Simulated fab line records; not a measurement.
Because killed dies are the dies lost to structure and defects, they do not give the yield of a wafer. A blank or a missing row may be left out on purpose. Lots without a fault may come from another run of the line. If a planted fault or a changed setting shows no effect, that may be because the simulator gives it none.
fab line records ; flow sky130
record lots=11; wafers=33; last-day=50
route steps=708 shown SONOS_ONO@173 POLY_GATE@213 RES_PROTECT@214 PAD_OPEN@708
lots that met no fault: taken from a fault-free run of the same line
start-h: start of the lot's first displayed wafer, in hours after the record's first day ; wait-h: time in hours since the lot's previous step ; " same as the row above ; L1.1+2: several wafers, shown together as one row ; - either no value or no given start ; * or withheld: withheld ; < > ~ a bound
route shown NAME@n: names a module that has steps shown in the file, with the first one's number in the route ; usual: mean and standard deviation over wafers with no fault ; same: alike in all rows ; chamber/n: place in a boat ; sites: the reading at each site ; _std_site: standard deviation of those values ; _edge_site: the outer-site mean with the inner-site mean subtracted ; radius-mm: for every site, how far away it sits from the centre of the wafer ; mask NAME#n: copy n ; behind: the last tool/chamber to shape the wafer ; hold: cause of the lot's hold/its duration in hours/its outcome ; device: transistor that didn't switch, given as n, p or np ; end of line: at the end of the route, the tests of the same wafers ; for a step that has no rows: nothing shown but its recipe ; killed: dies lost to structure and defects at the first sort, not the wafer's yield ; map: the dies of a wafer, with x for killed, . for not killed, _ for no die there
set.NAME: the setting as run; set.NAME@STEP: as run at that earlier step ; model.NAME: the simulator's own value behind a step, which no gauge read
a sample of lots followed through the steps of the route, with each step as a table and each wafer as a row
services: a tool's chamber out of use, with start hour (start-h, from the record's first day; less than 0 if before it), hours out, and reason
## steps
# step SKY_SONOS_ONO_THK_MEAS_05
# recipe reads=SiO2_of_SONOS_ONO_CVD_04
# usual SONOS_ONO_CVD_04_THK=5.68/0.13
lot.wafer;tool;chamber;start-h;wait-h;SONOS_ONO_CVD_04_THK[nm]
L454.1;film-metro-03;-;256.42;0.0;5.50
L454.4;film-metro-03;-;256.42;0.0;5.42
L454.6;film-metro-03;-;256.42;0.0;5.48
L455.2;film-metro-03;-;263.38;0.0;5.79
L455.5;film-metro-03;-;263.38;0.0;5.61
L455.6;film-metro-03;-;263.38;0.0;5.86
L456.2;film-metro-01;-;263.38;0.0;5.65
L456.4;film-metro-01;-;263.38;0.0;5.73
L456.5;film-metro-01;-;263.38;0.0;5.69
L459.3;film-metro-01;-;307.22;0.0;5.91
L459.4;film-metro-01;-;307.22;0.0;5.86
L459.5;film-metro-01;-;307.22;0.0;5.88
L458.1;film-metro-01;-;310.70;0.0;5.77
L458.5;film-metro-01;-;310.70;0.0;5.86
L458.6;film-metro-01;-;310.70;0.0;5.79
L463.1;film-metro-02;-;324.77;0.0;5.81
L463.5;film-metro-02;-;324.77;0.0;5.74
L463.6;film-metro-02;-;324.77;0.0;5.65
L464.1;film-metro-03;-;331.89;0.0;5.90
L464.2;film-metro-03;-;331.89;0.0;5.86
L464.5;film-metro-03;-;331.89;0.0;5.82
L465.1;film-metro-02;-;342.28;0.0;5.73
L465.3;film-metro-02;-;342.28;0.0;5.73
L465.5;film-metro-02;-;342.28;0.0;5.81
L472.4;film-metro-03;-;402.20;0.0;5.66
L472.5;film-metro-03;-;402.20;0.0;5.63
L472.6;film-metro-03;-;402.20;0.0;5.67
L473.3;film-metro-01;-;409.53;0.0;5.82
L473.5;film-metro-01;-;409.53;0.0;5.71
L473.6;film-metro-01;-;409.53;0.0;5.86
L476.1;film-metro-03;-;433.71;0.0;5.87
L476.2;film-metro-03;-;433.71;0.0;5.84
L476.5;film-metro-03;-;433.71;0.0;5.87
# step SKY_SONOS_ONO_ETCH_15
# recipe target-depth-nm=19.52; chemistry=CHF3/O2; source-w=600; bias-w=200; pressure-mtorr=40; chf3-flow-sccm=50; O2_flow_sccm=5; time-s=7.8
# usual chamber-pressure-mTorr=39.99/0.037; drypump-motor-current-A=5.9/0.43; oes-product-au=1.001/0.0086; throttle-valve-pct=8.825/0.0095
lot.wafer;tool;chamber;start-h;wait-h;chamber-pressure-mTorr;drypump-motor-current-A;oes-product-au;rf-hours-counter-h;throttle-valve-pct
L454.1;rie-diel-04;0;280.76;0.0;39.98;5.6;1.015;82;8.836
L454.4;rie-diel-04;2;280.76;0.0;40.01;6.1;0.993;37;8.811
L454.6;rie-diel-04;0;280.76;0.0;39.98;5.6;1.026;-;8.823
L456.2;rie-diel-04;0;287.81;0.0;39.97;5.6;1.007;82;8.833
L456.4;rie-diel-04;3;287.81;0.0;40.00;5.2;0.997;80;8.824
L456.5;rie-diel-04;1;287.81;0.0;39.97;5.2;0.989;-;8.821
L455.2;rie-diel-02;3;288.53;0.0;39.95;6.1;0.994;7;8.799
L455.5;rie-diel-02;3;288.53;0.0;40.00;6.1;0.994;-;8.839
L455.6;rie-diel-02;2;288.53;0.0;39.95;5.9;1.005;-;8.821
L459.3;rie-diel-04;0;333.08;0.0;40.02;5.6;1.006;83;8.820
L459.4;rie-diel-04;2;333.08;0.0;40.03;6.1;1.005;38;8.837
L459.5;rie-diel-04;3;333.08;0.0;39.96;5.2;1.003;-;8.838
L458.1;rie-diel-02;1;336.99;0.0;40.06;6.4;1.005;2;8.811
L458.5;rie-diel-02;3;336.99;0.0;40.02;6.1;1.001;-;8.816
L458.6;rie-diel-02;2;336.99;0.0;39.98;6.0;1.010;-;8.833
L463.1;rie-diel-03;0;351.69;0.0;40.01;6.2;1.003;4;8.813
L463.5;rie-diel-03;2;351.69;0.0;39.94;5.9;1.007;-;8.829
L463.6;rie-diel-03;3;351.69;0.0;40.01;5.9;1.009;-;8.830
L464.1;rie-diel-03;3;359.46;0.0;40.00;6.0;0.990;105;8.822
L464.2;rie-diel-03;2;359.46;0.0;40.07;5.9;1.013;32;8.817
L464.5;rie-diel-03;2;359.46;0.0;39.99;5.9;1.003;-;8.821
L465.1;rie-diel-04;1;371.11;0.0;40.03;5.1;1.002;4;8.818
L465.3;rie-diel-04;2;371.11;0.0;40.02;6.1;1.008;38;8.818
L465.5;rie-diel-04;3;371.11;0.0;39.93;5.2;1.000;-;8.837
L472.4;rie-diel-02;3;431.61;0.0;39.91;6.1;1.002;9;8.821
L472.5;rie-diel-02;1;431.61;0.0;39.92;6.5;0.999;-;8.830
L472.6;rie-diel-02;0;431.61;0.0;40.01;5.6;1.000;-;8.813
L473.3;rie-diel-03;3;439.24;0.0;39.99;5.9;1.007;107;8.812
L473.5;rie-diel-03;1;439.24;0.0;39.95;6.6;1.007;-;8.849
L473.6;rie-diel-03;2;439.24;0.0;39.98;5.9;1.002;-;8.838
L476.1;rie-diel-02;2;464.14;0.0;40.02;6.0;0.997;10;8.823
L476.2;rie-diel-02;0;464.14;0.0;40.02;5.6;0.997;65;8.822
L476.5;rie-diel-02;0;464.14;0.0;39.95;5.6;1.010;-;8.829
# step SKY_POLY_GATE_IMPLANT_02
# recipe species=P; energy-kev=30; dose-cm2=7.7e+15; tilt-deg=0
lot.wafer;tool;chamber;start-h;wait-h
L454.1+4+6;implanter-01;0;338.20;0.1
L455.2+5+6;implanter-02;0;347.73;0.1
L456.2+4+5;implanter-03;0;349.17;0.1
L459.3+4+5;implanter-02;0;394.59;0.1
L458.1+5+6;implanter-03;0;402.41;0.1
L463.1+5+6;implanter-02;0;414.94;0.1
L463.1+5+6;implanter-02;0;415.25;0.3
L464.1+2+5;implanter-03;0;421.81;0.1
L464.1+2+5;implanter-03;0;422.12;0.3
L465.1+3+5;implanter-01;0;438.09;0.1
L465.1+3+5;implanter-01;0;438.40;0.3
L472.4+5+6;implanter-03;0;496.47;0.1
L473.3+5+6;implanter-03;0;505.60;0.1
L476.1+2+5;implanter-02;0;535.86;0.1
# step SKY_RES_PROTECT_STRIP_07
# recipe chemistry=O2/N2; power-w=1400; pressure-mtorr=1500; platen-temp-c=withheld; o2-flow-sccm=3000; n2-flow-sccm=300; overash-fraction=0.5
# usual chamber-pressure-mTorr=1500.1/1.2; drypump-motor-current-A=5.8/0.51; n2-flow-sccm=300.0/0.86; oes-product-au=0.517/0.0045; strip-time-to-endpoint-s=23.30/0.036
lot.wafer;tool;chamber;start-h;wait-h;chamber-pressure-mTorr;drypump-motor-current-A;n2-flow-sccm;oes-product-au;rf-hours-counter-h;strip-time-to-endpoint-s
L454.1;plasma-asher-02;0;338.35;0.1;1501.5;4.9;299.5;0.514;63;23.30
L454.4;plasma-asher-02;1;338.35;0.1;1501.6;5.7;299.8;0.514;-;23.32
L454.6;plasma-asher-02;1;338.35;0.1;1498.9;5.7;298.2;0.516;-;23.34
L455.2;plasma-asher-02;1;347.86;0.1;1497.9;5.7;299.5;0.519;65;23.32
L455.5;plasma-asher-02;1;347.86;0.1;1499.5;5.7;299.0;0.518;-;23.30
L455.6;plasma-asher-02;0;347.86;0.1;1502.6;4.9;299.9;0.512;-;23.31
L456.2;plasma-asher-02;1;349.30;0.1;1499.2;5.7;299.1;0.524;65;23.29
L456.4;plasma-asher-02;1;349.30;0.1;1499.1;5.7;300.2;0.509;-;23.27
L456.5;plasma-asher-02;0;349.30;0.1;1499.6;4.8;299.9;0.519;-;23.35
L459.3;plasma-asher-01;0;394.72;0.1;1501.3;6.2;300.0;0.520;-;23.26
L459.4;plasma-asher-01;1;394.72;0.1;1500.1;6.3;300.1;0.523;-;23.26
L459.5;plasma-asher-01;1;394.72;0.1;1499.8;6.3;300.4;0.514;-;23.30
L458.1;plasma-asher-04;1;402.56;0.1;1501.3;5.6;298.6;0.513;73;23.27
L458.5;plasma-asher-04;1;402.56;0.1;1501.3;5.6;299.8;0.520;-;23.32
L458.6;plasma-asher-04;0;402.56;0.1;1500.8;5.4;298.2;0.516;-;23.37
L463.1;plasma-asher-04;0;415.40;0.1;1500.8;5.4;300.6;0.500;74;25.08
L463.5;plasma-asher-04;1;415.40;0.1;1498.3;5.6;300.9;0.500;-;25.09
L463.6;plasma-asher-04;0;415.40;0.1;1499.0;5.4;300.9;0.502;-;25.10
L464.1;plasma-asher-04;0;422.27;0.1;1499.0;5.4;301.4;0.503;75;25.13
L464.2;plasma-asher-04;1;422.27;0.1;1501.9;5.6;299.8;0.496;75;25.13
L464.5;plasma-asher-04;0;422.27;0.1;1500.0;5.4;301.3;0.498;-;25.14
L465.1;plasma-asher-02;1;438.55;0.1;1499.4;5.7;300.3;0.490;1;25.12
L465.3;plasma-asher-02;0;438.55;0.1;1499.7;4.9;298.5;0.494;-;25.08
L465.5;plasma-asher-02;1;438.55;0.1;1500.4;5.7;301.2;0.499;-;25.11
L472.4;plasma-asher-01;0;496.58;0.1;1500.9;6.2;300.4;0.514;-;23.26
L472.5;plasma-asher-01;1;496.58;0.1;1498.8;6.3;299.6;0.516;-;23.37
L472.6;plasma-asher-01;0;496.58;0.1;1500.1;6.2;301.1;0.520;-;23.33
L473.3;plasma-asher-01;1;505.73;0.1;1501.2;6.4;300.2;0.521;-;23.26
L473.5;plasma-asher-01;1;505.73;0.1;1500.6;6.3;299.6;0.516;-;23.33
L473.6;plasma-asher-01;0;505.73;0.1;1500.0;6.2;300.4;0.528;-;23.27
L476.1;plasma-asher-01;1;536.01;0.1;1502.1;6.3;301.7;0.509;75;23.24
L476.2;plasma-asher-01;0;536.01;0.1;1499.9;6.2;301.4;0.523;75;23.26
L476.5;plasma-asher-01;1;536.01;0.1;1499.4;6.4;300.7;0.525;-;23.24
# step SKY_RES_PROTECT_TW_MEAS_08
# usual POLY_GATE_TW=4049/33
lot.wafer;tool;chamber;start-h;wait-h;POLY_GATE_TW
L454.1;film-metro-02;-;338.45;0.1;4052
L454.4;film-metro-02;-;338.45;0.1;4011
L454.6;film-metro-02;-;338.45;0.1;4010
L455.2;film-metro-01;-;347.97;0.1;4077
L455.5;film-metro-01;-;347.97;0.1;4095
L455.6;film-metro-01;-;347.97;0.1;4076
L456.2;film-metro-02;-;349.41;0.1;4048
L456.4;film-metro-02;-;349.41;0.1;4049
L456.5;film-metro-02;-;349.41;0.1;4053
L459.3;film-metro-04;-;394.81;0.1;4065
L459.4;film-metro-04;-;394.81;0.1;4069
L459.5;film-metro-04;-;394.81;0.1;4075
L458.1;film-metro-04;-;402.66;0.1;4071
L458.5;film-metro-04;-;402.66;0.1;4055
L458.6;film-metro-04;-;402.66;0.1;4056
L463.1;film-metro-01;-;415.50;0.1;4180
L463.5;film-metro-01;-;415.50;0.1;4173
L463.6;film-metro-01;-;415.50;0.1;4178
L464.1;film-metro-02;-;422.37;0.1;4158
L464.2;film-metro-02;-;422.37;0.1;4186
L464.5;film-metro-02;-;422.37;0.1;4142
L465.1;film-metro-02;-;438.65;0.1;4136
L465.3;film-metro-02;-;438.65;0.1;4158
L465.5;film-metro-02;-;438.65;0.1;4142
L472.4;film-metro-02;-;496.68;0.1;4009
L472.5;film-metro-02;-;496.68;0.1;4018
L472.6;film-metro-02;-;496.68;0.1;4024
L473.3;film-metro-02;-;505.82;0.1;4048
L473.5;film-metro-02;-;505.82;0.1;4054
L473.6;film-metro-02;-;505.82;0.1;4041
L476.1;film-metro-02;-;536.11;0.1;4014
L476.2;film-metro-02;-;536.11;0.1;4019
L476.5;film-metro-02;-;536.11;0.1;4016
# step SKY_POLY_GATE_OVL_MEAS_14
# usual POLY_GATE_OVL=-1/4.3
lot.wafer;tool;chamber;start-h;wait-h;POLY_GATE_OVL[nm]
L454.1;overlay-01;-;368.24;0.1;-2
L454.4;overlay-01;-;368.24;0.1;-3
L454.6;overlay-01;-;368.24;0.1;0
L455.2;overlay-02;-;378.40;0.1;-4
L455.5;overlay-02;-;378.40;0.1;-5
L455.6;overlay-02;-;378.40;0.1;-3
L456.2;overlay-02;-;379.23;0.1;5
L456.4;overlay-02;-;379.23;0.1;-1
L456.5;overlay-02;-;379.23;0.1;9
L459.3;overlay-02;-;428.68;0.1;3
L459.4;overlay-02;-;428.68;0.1;6
L459.5;overlay-02;-;428.68;0.1;3
L458.1;overlay-01;-;437.67;0.1;-5
L458.5;overlay-01;-;437.67;0.1;-6
L458.6;overlay-01;-;437.67;0.1;-5
L463.1;overlay-02;-;447.85;0.1;-5
L463.5;overlay-02;-;447.85;0.1;-3
L463.6;overlay-02;-;447.85;0.1;1
L464.1;overlay-02;-;455.05;0.1;-4
L464.2;overlay-02;-;455.05;0.1;4
L464.5;overlay-02;-;455.05;0.1;-4
L465.1;overlay-02;-;470.25;0.1;2
L465.3;overlay-02;-;470.25;0.1;-1
L465.5;overlay-02;-;470.25;0.1;0
L472.4;overlay-01;-;528.21;0.1;3
L472.5;overlay-01;-;528.21;0.1;-5
L472.6;overlay-01;-;528.21;0.1;5
L473.3;overlay-01;-;538.34;0.1;-7
L473.5;overlay-01;-;538.34;0.1;2
L473.6;overlay-01;-;538.34;0.1;-12
L476.1;overlay-01;-;568.87;0.1;-1
L476.2;overlay-01;-;568.87;0.1;3
L476.5;overlay-01;-;568.87;0.1;-7
# step SKY_PAD_OPEN_PROBE_99
# usual killed_at_M0_to_M3=42/7.4; killed_at_M4_up=3.3/2.1; killed-at-contacts=24/5.3; killed-at-front-end=15/4.5; killed-at-other=0.3/0.57; killed-dies=84/10; killed-open=46/7.5; killed-short=38/6.4
# same gross-dies=492; killed-at-back-side=0
lot.wafer;tool;chamber;start-h;wait-h;killed_at_M0_to_M3;killed_at_M4_up;killed-at-contacts;killed-at-front-end;killed-at-other;killed-dies;killed-open;killed-short
L454.1;prober-02;-;1070.48;0.1;36;2;17;13;1;69;28;40
L454.4;prober-02;-;1070.63;0.2;39;4;16;17;1;77;49;28
L454.6;prober-02;-;1070.73;0.2;41;3;25;11;1;81;39;39
L455.2;prober-01;-;1075.64;0.1;39;1;28;12;0;80;49;31
L455.5;prober-01;-;1075.79;0.2;50;9;30;19;0;108;59;48
L455.6;prober-01;-;1075.84;0.2;43;3;25;14;0;85;53;32
L456.2;prober-02;-;1080.25;0.1;38;2;24;17;0;81;42;39
L456.4;prober-02;-;1080.35;0.2;45;4;16;15;0;80;38;42
L456.5;prober-02;-;1080.40;0.2;43;2;35;15;0;95;52;43
L459.3;prober-01;-;1119.04;0.2;38;4;30;13;0;85;42;43
L459.4;prober-01;-;1119.09;0.2;50;7;22;12;0;91;43;48
L459.5;prober-01;-;1119.14;0.2;46;3;19;20;0;88;41;47
L458.1;prober-02;-;1119.09;0.1;27;1;28;24;1;81;40;40
L458.5;prober-02;-;1119.29;0.2;34;5;14;15;2;70;37;31
L458.6;prober-02;-;1119.34;0.2;46;3;27;15;1;92;48;44
L463.1;prober-02;-;1126.90;0.1;50;4;18;19;0;91;46;45
L463.5;prober-02;-;1127.10;0.2;46;0;18;19;0;83;53;30
L463.6;prober-02;-;1127.15;0.2;37;3;22;24;0;86;55;31
L464.1;prober-02;-;1131.47;0.1;33;6;29;14;0;82;42;40
L464.2;prober-02;-;1131.52;0.1;39;3;32;7;1;82;43;39
L464.5;prober-02;-;1131.67;0.2;33;3;27;14;0;77;47;30
L465.1;prober-01;-;1142.41;0.1;49;4;33;14;0;100;50;50
L465.3;prober-01;-;1142.51;0.2;41;1;14;11;1;68;42;26
L465.5;prober-01;-;1142.61;0.2;35;2;22;22;0;81;43;38
L472.4;prober-01;-;1174.71;0.2;47;4;27;9;1;88;55;32
L472.5;prober-01;-;1174.76;0.2;37;2;16;13;3;71;34;35
L472.6;prober-01;-;1174.81;0.2;44;1;24;15;1;85;45;39
L473.3;prober-01;-;1185.76;0.2;50;1;23;15;0;89;49;40
L473.5;prober-01;-;1185.86;0.2;34;2;15;18;0;69;32;37
L473.6;prober-01;-;1185.91;0.2;37;3;18;17;0;75;43;32
L476.1;prober-01;-;1196.08;0.1;38;1;22;16;0;77;47;30
L476.2;prober-01;-;1196.13;0.1;37;3;22;12;0;74;38;36
L476.5;prober-01;-;1196.28;0.2;43;3;39;15;1;101;55;46
# killed by level:class
L454.1 VIA1:geometric-particle:short=8 CONTACT:geometric-particle:short=6 FIELD_ISO:geometric-particle:short=5 VIA2:geometric-particle:open=5 VIA1:geometric-particle:open=5 METAL3:geometric-particle:short=4 LI_CONTACT:geometric-particle:open=3 LOCAL_INTERCONNECT:geometric-particle:short=3
L454.4 VIA3:geometric-particle:open=9 VIA1:geometric-particle:open=8 LI_CONTACT:geometric-particle:open=7 VIA2:geometric-particle:open=7 FIELD_ISO:geometric-particle:open=6 CONTACT:geometric-particle:open=4 POLY_GATE:geometric-particle:open=4 LOCAL_INTERCONNECT:geometric-particle:short=4
L454.6 CONTACT:geometric-particle:open=7 CONTACT:geometric-particle:short=7 METAL1:geometric-particle:short=7 LI_CONTACT:geometric-particle:open=6 VIA1:geometric-particle:open=6 VIA2:geometric-particle:open=6 VIA3:geometric-particle:open=5 METAL2:geometric-particle:short=5
L455.2 VIA1:geometric-particle:open=13 CONTACT:geometric-particle:open=11 LOCAL_INTERCONNECT:geometric-particle:short=6 VIA2:geometric-particle:open=6 METAL2:geometric-particle:short=5 FIELD_ISO:geometric-particle:open=4 VIA3:geometric-particle:open=4 FIELD_ISO:geometric-particle:short=3
L455.5 CONTACT:geometric-particle:open=11 VIA3:geometric-particle:open=11 LI_CONTACT:geometric-particle:open=10 METAL2:geometric-particle:short=9 VIA1:geometric-particle:open=6 VIA2:geometric-particle:open=6 VIA3:geometric-particle:short=6 LOCAL_INTERCONNECT:geometric-particle:short=5
L455.6 VIA1:geometric-particle:open=11 LI_CONTACT:geometric-particle:open=10 VIA3:geometric-particle:open=6 CONTACT:geometric-particle:open=6 FIELD_ISO:geometric-particle:open=5 METAL1:geometric-particle:short=5 METAL2:geometric-particle:short=5 LOCAL_INTERCONNECT:geometric-particle:short=4
L456.2 VIA1:geometric-particle:open=12 METAL1:geometric-particle:short=8 CONTACT:geometric-particle:short=7 VIA2:geometric-particle:open=6 POLY_GATE:geometric-particle:open=5 LI_CONTACT:geometric-particle:open=5 LOCAL_INTERCONNECT:geometric-particle:short=5 CONTACT:geometric-particle:open=5
L456.4 VIA1:geometric-particle:open=13 METAL3:geometric-particle:short=6 VIA3:geometric-particle:open=6 CONTACT:geometric-particle:open=5 METAL1:geometric-particle:short=5 POLY_GATE:geometric-particle:short=4 LI_CONTACT:geometric-particle:open=4 VIA2:geometric-particle:open=4
L456.5 CONTACT:geometric-particle:open=11 VIA2:geometric-particle:open=9 LI_CONTACT:geometric-particle:open=8 CONTACT:geometric-particle:short=6 VIA1:geometric-particle:open=6 FIELD_ISO:geometric-particle:open=5 LI_CONTACT:geometric-particle:short=5 VIA3:geometric-particle:open=5
L459.3 CONTACT:geometric-particle:open=13 METAL2:geometric-particle:short=8 LI_CONTACT:geometric-particle:open=7 VIA1:geometric-particle:short=6 VIA1:geometric-particle:open=5 CONTACT:geometric-particle:short=5 VIA3:geometric-particle:open=5 METAL1:geometric-particle:short=4
L458.1 FIELD_ISO:geometric-particle:open=9 LI_CONTACT:geometric-particle:open=8 FIELD_ISO:geometric-particle:short=7 CONTACT:geometric-particle:open=7 VIA2:geometric-particle:open=7 CONTACT:geometric-particle:short=6 POLY_GATE:geometric-particle:short=5 LI_CONTACT:geometric-particle:short=4
L459.4 VIA1:geometric-particle:open=11 METAL2:geometric-particle:short=9 VIA2:geometric-particle:open=8 VIA3:geometric-particle:open=6 METAL4:geometric-particle:short=6 LI_CONTACT:geometric-particle:short=5 LI_CONTACT:geometric-particle:open=5 METAL1:geometric-particle:short=5
L459.5 METAL2:geometric-particle:short=10 METAL1:geometric-particle:short=9 LI_CONTACT:geometric-particle:open=7 VIA2:geometric-particle:open=7 VIA3:geometric-particle:open=5 FIELD_ISO:geometric-particle:short=4 SPACER:geometric-particle:open=4 CONTACT:geometric-particle:open=4
L458.5 LI_CONTACT:geometric-particle:open=9 METAL1:geometric-particle:short=8 VIA1:geometric-particle:open=8 METAL4:geometric-particle:short=4 VIA3:geometric-particle:short=4 VIA2:geometric-particle:open=4 FIELD_ISO:geometric-particle:open=3 POLY_GATE:geometric-particle:short=3
L458.6 CONTACT:geometric-particle:open=13 VIA1:geometric-particle:open=8 METAL1:geometric-particle:short=7 METAL2:geometric-particle:short=6 LI_CONTACT:geometric-particle:open=5 VIA3:geometric-particle:short=5 LOCAL_INTERCONNECT:geometric-particle:short=4 VIA1:geometric-particle:short=4
L463.1 VIA1:geometric-particle:open=12 METAL2:geometric-particle:short=8 VIA3:geometric-particle:open=8 VIA2:geometric-particle:open=7 FIELD_ISO:geometric-particle:short=6 LI_CONTACT:geometric-particle:open=6 VIA3:geometric-particle:short=5 FIELD_ISO:geometric-particle:open=4
L463.5 VIA1:geometric-particle:open=10 LI_CONTACT:geometric-particle:open=9 VIA3:geometric-particle:open=9 VIA2:geometric-particle:open=7 FIELD_ISO:geometric-particle:open=5 FIELD_ISO:geometric-particle:short=4 POLY_GATE:geometric-particle:open=4 VIA1:geometric-particle:short=4
L463.6 VIA2:geometric-particle:open=10 LI_CONTACT:geometric-particle:open=9 VIA1:geometric-particle:open=8 FIELD_ISO:geometric-particle:open=6 SPACER:geometric-particle:open=5 CONTACT:geometric-particle:open=5 FIELD_ISO:geometric-particle:short=4 POLY_GATE:geometric-particle:open=4
L464.1 VIA1:geometric-particle:open=11 LI_CONTACT:geometric-particle:open=9 CONTACT:geometric-particle:open=9 FIELD_ISO:geometric-particle:short=6 VIA1:geometric-particle:short=6 METAL4:geometric-particle:short=5 CONTACT:geometric-particle:short=4 METAL2:geometric-particle:short=4
L464.2 CONTACT:geometric-particle:open=14 VIA1:geometric-particle:open=10 VIA1:geometric-particle:short=7 CONTACT:geometric-particle:short=6 VIA3:geometric-particle:open=6 LOCAL_INTERCONNECT:geometric-particle:short=5 LI_CONTACT:geometric-particle:open=4 METAL2:geometric-particle:short=4
L464.5 CONTACT:geometric-particle:open=13 LI_CONTACT:geometric-particle:open=6 VIA2:geometric-particle:open=5 VIA1:geometric-particle:open=5 FIELD_ISO:geometric-particle:open=4 METAL2:geometric-particle:open=4 METAL2:geometric-particle:short=4 POLY_GATE:geometric-particle:short=3
L465.1 LI_CONTACT:geometric-particle:open=11 CONTACT:geometric-particle:open=8 VIA1:geometric-particle:open=8 VIA2:geometric-particle:short=7 METAL1:geometric-particle:short=6 METAL2:geometric-particle:short=6 VIA2:geometric-particle:open=6 VIA1:geometric-particle:short=5
L465.3 VIA1:geometric-particle:open=12 VIA3:geometric-particle:open=8 CONTACT:geometric-particle:open=6 LI_CONTACT:geometric-particle:open=5 VIA2:geometric-particle:open=5 FIELD_ISO:geometric-particle:short=4 METAL2:geometric-particle:short=4 METAL1:geometric-particle:short=3
L465.5 VIA1:geometric-particle:open=8 FIELD_ISO:geometric-particle:open=7 LI_CONTACT:geometric-particle:open=7 CONTACT:geometric-particle:open=7 METAL2:geometric-particle:short=6 VIA2:geometric-particle:open=5 POLY_GATE:geometric-particle:short=4 VIA1:geometric-particle:short=4
L472.4 VIA1:geometric-particle:open=12 LI_CONTACT:geometric-particle:open=11 CONTACT:geometric-particle:open=10 VIA1:geometric-particle:short=10 VIA3:geometric-particle:open=9 CONTACT:geometric-particle:short=4 METAL1:geometric-particle:short=4 VIA2:geometric-particle:short=3
L472.5 CONTACT:geometric-particle:open=9 VIA1:geometric-particle:open=6 VIA1:geometric-particle:short=5 CONTACT:geometric-particle:short=5 VIA2:geometric-particle:open=5 METAL1:geometric-particle:short=4 METAL3:geometric-particle:short=4 FIELD_ISO:geometric-particle:short=3
L472.6 VIA1:geometric-particle:open=8 VIA3:geometric-particle:open=8 POLY_GATE:geometric-particle:short=7 METAL2:geometric-particle:short=7 VIA2:geometric-particle:open=7 CONTACT:geometric-particle:short=6 CONTACT:geometric-particle:open=6 LI_CONTACT:geometric-particle:open=4
L473.3 VIA1:geometric-particle:open=14 VIA2:geometric-particle:open=7 FIELD_ISO:geometric-particle:open=6 LI_CONTACT:geometric-particle:open=6 CONTACT:geometric-particle:open=6 METAL1:geometric-particle:short=6 VIA2:geometric-particle:short=6 METAL2:geometric-particle:short=5
L473.5 VIA1:geometric-particle:short=8 VIA1:geometric-particle:open=6 FIELD_ISO:geometric-particle:short=5 VIA3:geometric-particle:open=4 POLY_GATE:geometric-particle:short=4 CONTACT:geometric-particle:open=4 VIA2:geometric-particle:open=4 FIELD_ISO:geometric-particle:open=3
L473.6 VIA1:geometric-particle:open=12 CONTACT:geometric-particle:open=7 METAL3:geometric-particle:short=5 POLY_GATE:geometric-particle:open=5 VIA2:geometric-particle:open=5 LI_CONTACT:geometric-particle:open=4 METAL1:geometric-particle:short=4 VIA2:geometric-particle:short=4
L476.1 VIA1:geometric-particle:open=16 CONTACT:geometric-particle:open=10 FIELD_ISO:geometric-particle:short=5 VIA2:geometric-particle:open=5 LI_CONTACT:geometric-particle:open=4 VIA3:geometric-particle:open=4 FIELD_ISO:geometric-particle:open=3 POLY_GATE:geometric-particle:short=3
L476.2 VIA1:geometric-particle:open=10 CONTACT:geometric-particle:open=7 FIELD_ISO:geometric-particle:short=6 METAL2:geometric-particle:short=6 CONTACT:geometric-particle:short=5 LI_CONTACT:geometric-particle:open=4 VIA3:geometric-particle:open=4 VIA2:geometric-particle:open=4
L476.5 CONTACT:geometric-particle:open=15 VIA1:geometric-particle:open=13 LI_CONTACT:geometric-particle:open=9 POLY_GATE:geometric-particle:short=7 VIA1:geometric-particle:short=7 METAL1:geometric-particle:short=6 LOCAL_INTERCONNECT:geometric-particle:short=5 CONTACT:geometric-particle:short=5
## services
tool;chamber;start-h;hours;kind
rie-diel-03;2;257.39;8.5;repair
implanter-03;-;259.44;17.0;repair
implanter-01;-;309.73;3.2;repair
implanter-01;-;324.21;3.2;pm
rie-diel-03;1;345.12;7.7;repair
plasma-asher-01;-;347.46;2.8;pm
rie-diel-03;0;358.38;1.8;repair
implanter-03;-;369.26;33.0;repair
implanter-01;-;370.01;2.0;repair
rie-diel-03;0;377.19;3.8;repair
rie-diel-03;2;388.32;4.1;repair
rie-diel-04;2;391.33;5.8;repair
implanter-02;-;396.66;5.6;repair
implanter-02;-;417.73;3.2;repair
plasma-asher-02;-;421.25;9.0;pm
implanter-02;-;432.74;41.0;repair
rie-diel-04;3;451.47;6.3;repair
rie-diel-04;-;453.12;1.3;repair
rie-diel-02;3;470.15;14.1;repair
plasma-asher-02;-;472.08;0.8;repair
implanter-02;-;473.73;3.0;pm
rie-diel-04;-;499.19;14.6;pm
plasma-asher-02;-;519.19;0.8;repair
rie-diel-02;0;525.29;6.0;repair
## key
first-sign step=SKY_POLY_GATE_IMPLANT_02; reading=visit; direction=added
effect step=SKY_RES_PROTECT_STRIP_07; reading=strip-time-to-endpoint-s; direction=up; sigmas=51; usual=*; struck=*
effect step=SKY_RES_PROTECT_TW_MEAS_08; reading=POLY_GATE_TW; direction=up; sigmas=3.4; usual=4049; struck=4161
met-at SKY_POLY_GATE_IMPLANT_02
struck-lots L463,L464,L465
tester-left-out L463,L464,L465
not-acting-at SKY_SONOS_ONO_THK_MEAS_05,SKY_SONOS_ONO_ETCH_15,SKY_POLY_GATE_OVL_MEAS_14
fault kind=repeated-step-whole; tool=implanter-01,implanter-02,implanter-03; chamber=-; onset-h=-; steps=SKY_POLY_GATE_IMPLANT_02; times=1; scope=struck-lots-only
# tester-left-out: of these lots the tester's yield and bins aren't shown, on N5 and GAA mostly nor the transistor test; their killed dies are dies lost to structure and defects alone, not to doping, threshold or leakage, so they don't give the yield
